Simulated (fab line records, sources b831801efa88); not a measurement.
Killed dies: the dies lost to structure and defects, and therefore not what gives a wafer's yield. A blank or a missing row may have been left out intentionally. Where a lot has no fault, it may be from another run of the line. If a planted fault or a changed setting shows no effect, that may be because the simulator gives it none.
The tool behind it: which one? -- flow gf180mcu -- 13 lots, 39 wafers sampled, at 4 steps of a route of 602

== WHAT THE GAUGES SHOWED, per wafer ==
GF_V5_CD_MEAS_14 targets a cd of 260 nm. Usual: cd_nm reads 259.5 nm (standard deviation 1.5).
lot,measured,on,cd_nm (nm),flag
L528,day 26 22:52,cd_sem-01,262.7 262.3 261.4,
L530,day 27 15:00,cd_sem-02,261.8 261.9 261.5,
L531,day 27 21:11,cd_sem-02,259.4 258.7 259.1,
L532,day 28 07:00,cd_sem-02,260.7 259.9 260.0,
L533,day 28 13:32,cd_sem-02,256.8 256.8 258.5,
L536,day 29 18:55,cd_sem-01,260.1 260.7 260.7,
L537,day 30 02:01,cd_sem-02,260.9 260.7 260.2,
L538,day 30 07:55,cd_sem-01,259.1 259.2 259.1,
L544,day 32 05:15,cd_sem-01,257.2 259.2 258.4,
L547,day 32 19:16,cd_sem-02,259.9 258.4 258.4,
L549,day 33 03:44,cd_sem-01,259.3 258.0 258.4,
L551,day 33 09:27,cd_sem-02,257.1 257.8 258.1,
L550,day 33 13:35,cd_sem-02,258.4 256.9 258.1,

== WHAT TOOL EACH LOT RAN ON (gives the tool, then ch and the chambers of the sampled wafers, and finally the start) ==
lot,GF_M5_METAL_ETCH_10,GF_V5_CMP_04,GF_V5_DEVELOP_13
L528,"rie_metal-02 ch 0,1, day 26 00:44","cmp-02 ch 0,3, day 26 01:43","litho_track-03 ch 0, day 26 22:44"
L530,"rie_metal-03 ch 1, day 26 17:10","cmp-01 ch 0,1,2, day 26 18:14","litho_track-03 ch 0, day 27 14:51"
L531,"rie_metal-01 ch 0,1, day 26 23:52","cmp-02 ch 0,3, day 27 00:48","litho_track-01 ch 0, day 27 21:02"
L532,"rie_metal-03 ch 0, day 27 10:04","cmp-02 ch 1,2, day 27 11:00","litho_track-02 ch 0, day 28 06:51"
L533,"rie_metal-02 ch 0,1, day 27 16:07","cmp-01 ch 0,1,3, day 27 17:05","litho_track-02 ch 0, day 28 13:23"
L536,"rie_metal-01 ch 0,1, day 28 22:10","cmp-01 ch 1,2,3, day 28 23:29","litho_track-02 ch 0, day 29 18:46"
L537,"rie_metal-01 ch 1, day 29 05:35","cmp-02 ch 2,3, day 29 06:44","litho_track-03 ch 0, day 30 01:53"
L538,"rie_metal-03 ch 0,1, day 29 11:58","cmp-02 ch 1,2, day 29 12:56","litho_track-02 ch 0, day 30 07:46"
L544,"rie_metal-03 ch 0,1, day 31 10:32","cmp-01 ch 1,2,3, day 31 11:35","litho_track-03 ch 0, day 32 05:06"
L547,"rie_metal-03 ch 0,1, day 32 01:25","cmp-01 ch 0,1,3, day 32 02:25","litho_track-01 ch 0, day 32 19:08"
L549,"rie_metal-01 ch 0,1, day 32 10:25","cmp-01 ch 1,2, day 32 11:24","litho_track-02 ch 0, day 33 03:36"
L551,"rie_metal-02 ch 0,1, day 32 15:52","cmp-01 ch 0,1,3, day 32 17:12","litho_track-01 ch 0, day 33 09:19"
L550,"rie_metal-03 ch 0,1, day 32 20:46","cmp-01 ch 0,1, day 32 21:44","litho_track-03 ch 0, day 33 13:27"
- GF_M5_METAL_ETCH_10: etches the open film in Cl2/BCl3, stops on SiO2, target depth 750.8 nm, time 125.1 s.
- GF_V5_CMP_04: polishes SiO2.
- GF_V5_DEVELOP_13: develop time 60 s.

== AS READ BY THE TOOLS THEMSELVES (means over the sampled wafers that have a number; for cases with no such wafer, the mark the record gives instead) ==
GF_M5_METAL_ETCH_10. Usual: bias_w 140.0 W, standard deviation 0.39; drypump_motor_current_A 5.6 A, standard deviation 0.41; mfc_cl2_sccm 80.02 sccm, standard deviation 0.26; oes_product_au 0.991 a.u., standard deviation 0.0069; throttle_valve_pct 28.229 %, standard deviation 0.01.
lot,tool,bias_w (W),drypump_motor_current_A (A),mfc_cl2_sccm (sccm),oes_product_au (a.u.),throttle_valve_pct (%),flag
L528,rie_metal-02,140.0,5.3,80.00,0.995,28.218,
L530,rie_metal-03,139.8,5.8,80.36,0.976,28.237,
L531,rie_metal-01,139.8,6.1,79.69,0.991,28.229,
L532,rie_metal-03,140.1,5.8,80.15,0.982,28.229,
L533,rie_metal-02,140.0,5.1,80.03,0.996,28.218,
L536,rie_metal-01,140.3,6.1,80.24,0.991,28.222,
L537,rie_metal-01,140.1,6.2,79.87,0.994,28.229,
L538,rie_metal-03,140.4,5.8,79.52,0.983,28.230,
L544,rie_metal-03,139.8,5.8,80.18,0.989,28.229,
L547,rie_metal-03,140.2,5.8,80.06,0.992,28.228,
L549,rie_metal-01,140.1,6.0,79.87,0.992,28.238,
L551,rie_metal-02,139.6,5.1,80.10,0.992,28.225,
L550,rie_metal-03,139.8,5.8,79.99,0.981,28.239,

GF_V5_CMP_04. Usual: edge_zone_pressure_frac 1.001, standard deviation 0.0052; motor_current_A 12.7 A, standard deviation 1.5.
lot,tool,edge_zone_pressure_frac,motor_current_A (A),flag
L528,cmp-02,0.997,10.2,
L530,cmp-01,0.998,13.5,
L531,cmp-02,0.998,10.5,
L532,cmp-02,1.003,13.9,
L533,cmp-01,1.008,12.9,
L536,cmp-01,0.999,12.8,
L537,cmp-02,1.001,12.4,
L538,cmp-02,1.004,13.9,
L544,cmp-01,1.003,13.1,
L547,cmp-01,1.005,12.4,
L549,cmp-01,1.003,13.7,
L551,cmp-01,1.001,13.0,
L550,cmp-01,0.994,12.9,

GF_V5_DEVELOP_13. Usual: developer_temp_C reads 20.99 C (standard deviation 0.097).
lot,tool,developer_temp_C (C),flag
L528,litho_track-03,21.05,
L530,litho_track-03,20.89,
L531,litho_track-01,21.07,
L532,litho_track-02,20.99,
L533,litho_track-02,21.01,
L536,litho_track-02,20.10,OFF
L537,litho_track-03,21.00,
L538,litho_track-02,20.17,OFF
L544,litho_track-03,20.99,
L547,litho_track-01,21.00,
L549,litho_track-02,20.92,
L551,litho_track-01,21.03,
L550,litho_track-03,20.93,

== THE ANSWER, worked out from the rows above alone ==
Rule: a lot counts as off when the mean over its wafers that have a number is more than 3 standard deviations away from the usual mean. Also off: a lot with no number at a reading for which 4 or more lots have one. Any other lot the step has rows for is counted as sound. The gauges are gone through in route order, then the tools' own readings, and for those a lot's mean is taken as printed above. The first step at which some lot is off is used, and at that step the reading that is off furthest; a lot without a number counts as furthest.
Off: L536, L538, at GF_V5_DEVELOP_13 (developer_temp_C).
A tool fits if, at that step or a process step before it, it ran every lot that is off, and no sound lot after the first of them. Not one of the candidates tried fits.

== WHAT HAD BEEN PUT IN BY THE SIMULATOR ==
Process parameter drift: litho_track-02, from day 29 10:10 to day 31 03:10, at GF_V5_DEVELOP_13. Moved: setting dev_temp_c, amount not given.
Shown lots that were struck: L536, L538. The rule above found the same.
